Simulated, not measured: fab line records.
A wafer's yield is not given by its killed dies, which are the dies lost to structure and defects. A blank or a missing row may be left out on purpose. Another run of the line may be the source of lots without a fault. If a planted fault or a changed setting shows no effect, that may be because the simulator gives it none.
Matching of chambers :: flow sky130 :: SKY_VIA2_ETCH_14 on rie diel-04 has 4 sister chambers
The step etches BARC in N2/H2, stops on SiO2, time 45.9 s, target depth 60 nm. 18 wafers are shown with their chamber, then 9 later ones without.

WAFERS PAIRED WITH THEIR CHAMBERS
wafer: L083.3
chamber: 0
drypump motor current A (A): 5.2
oes product au (a.u.): 0.856
throttle valve pct (%): 13.215

wafer: L083.5
chamber: 1
drypump motor current A (A): 5.1
oes product au (a.u.): 0.854
throttle valve pct (%): 13.250

wafer: L083.6
chamber: 2
drypump motor current A (A): 5.4
oes product au (a.u.): 0.859
throttle valve pct (%): 13.226

wafer: L085.1
chamber: 0
drypump motor current A (A): 5.3
oes product au (a.u.): 0.852
throttle valve pct (%): 13.223

wafer: L085.4
chamber: 1
drypump motor current A (A): 5.1
oes product au (a.u.): 0.863
throttle valve pct (%): 13.227

wafer: L085.5
chamber: 2
drypump motor current A (A): 5.4
oes product au (a.u.): 0.855
throttle valve pct (%): 13.213

wafer: L084.1
chamber: 0
drypump motor current A (A): 5.2
oes product au (a.u.): 0.861
throttle valve pct (%): 13.232

wafer: L084.2
chamber: 3
drypump motor current A (A): 5.3
oes product au (a.u.): 0.858
throttle valve pct (%): 13.223

wafer: L084.6
chamber: 1
drypump motor current A (A): 5.1
oes product au (a.u.): 0.855
throttle valve pct (%): 13.223

wafer: L086.3
chamber: 3
drypump motor current A (A): 5.3
oes product au (a.u.): 0.862
throttle valve pct (%): 13.225

wafer: L086.4
chamber: 1
drypump motor current A (A): 5.2
oes product au (a.u.): 0.854
throttle valve pct (%): 13.240

wafer: L086.5
chamber: 0
drypump motor current A (A): 5.2
oes product au (a.u.): 0.863
throttle valve pct (%): 13.228

wafer: L089.1
chamber: 0
drypump motor current A (A): 5.2
oes product au (a.u.): 0.854
throttle valve pct (%): 13.227

wafer: L089.3
chamber: 2
drypump motor current A (A): 5.4
oes product au (a.u.): 0.857
throttle valve pct (%): 13.230

wafer: L089.6
chamber: 1
drypump motor current A (A): 5.1
oes product au (a.u.): 0.859
throttle valve pct (%): 13.230

wafer: L090.1
chamber: 2
drypump motor current A (A): 5.4
oes product au (a.u.): 0.851
throttle valve pct (%): 13.226

wafer: L090.3
chamber: 1
drypump motor current A (A): 5.1
oes product au (a.u.): 0.860
throttle valve pct (%): 13.211

wafer: L090.6
chamber: 2
drypump motor current A (A): 5.4
oes product au (a.u.): 0.852
throttle valve pct (%): 13.224

SIGNATURES (means of the wafers above)
reading: drypump motor current A
chamber 0: 5.220
chamber 1: 5.117
chamber 2: 5.400
chamber 3: 5.300
scatter within a chamber: 0.0342

reading: oes product au
chamber 0: 0.85720
chamber 1: 0.85750
chamber 2: 0.85480
chamber 3: 0.86000
scatter within a chamber: 0.00386

reading: throttle valve pct
chamber 0: 13.22500
chamber 1: 13.23017
chamber 2: 13.22380
chamber 3: 13.22400
scatter within a chamber: 0.00946
Rule: a wafer's distance from a chamber is the root of the sum, over the readings, of the square of ((its reading less the chamber's mean) divided by the reading's scatter). The wafer belongs to the nearest chamber; if the next one is less than 2 further off, it can't be placed. The scatter: the root of (the sum of the squares of (reading less its chamber's mean) over the shown wafers, divided by (wafers less chambers)).

WAFERS WITHOUT THEIR CHAMBER
wafer: L091.1
drypump motor current A (A): 5.4
oes product au (a.u.): 0.858
throttle valve pct (%): 13.224

wafer: L091.2
drypump motor current A (A): 5.3
oes product au (a.u.): 0.853
throttle valve pct (%): 13.213

wafer: L091.4
drypump motor current A (A): 5.2
oes product au (a.u.): 0.850
throttle valve pct (%): 13.221

wafer: L094.4
drypump motor current A (A): 5.2
oes product au (a.u.): 0.854
throttle valve pct (%): 13.224

wafer: L094.5
drypump motor current A (A): 5.4
oes product au (a.u.): 0.857
throttle valve pct (%): 13.216

wafer: L094.6
drypump motor current A (A): 5.1
oes product au (a.u.): 0.852
throttle valve pct (%): 13.218

wafer: L097.3
drypump motor current A (A): 5.4
oes product au (a.u.): 0.858
throttle valve pct (%): 13.214

wafer: L097.4
drypump motor current A (A): 5.3
oes product au (a.u.): 0.862
throttle valve pct (%): 13.222

wafer: L097.5
drypump motor current A (A): 5.2
oes product au (a.u.): 0.856
throttle valve pct (%): 13.230

WHICH CHAMBER EACH WENT THROUGH
wafer: L091.1
from the rows above: 2
in truth: 2

wafer: L091.2
from the rows above: can't be placed: 3 or 0 or 2
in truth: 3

wafer: L091.4
from the rows above: can't be placed: 0 or 1 or 3
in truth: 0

wafer: L094.4
from the rows above: can't be placed: 0 or 1
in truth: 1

wafer: L094.5
from the rows above: 2
in truth: 2

wafer: L094.6
from the rows above: can't be placed: 1 or 0
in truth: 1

wafer: L097.3
from the rows above: can't be placed: 2 or 3
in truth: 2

wafer: L097.4
from the rows above: 3
in truth: 3

wafer: L097.5
from the rows above: can't be placed: 0 or 1
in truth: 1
3 of 9 placed correctly. Cannot be placed on the basis of these rows: 6; the candidates contain the true chamber in 6. 0 placed wrongly.
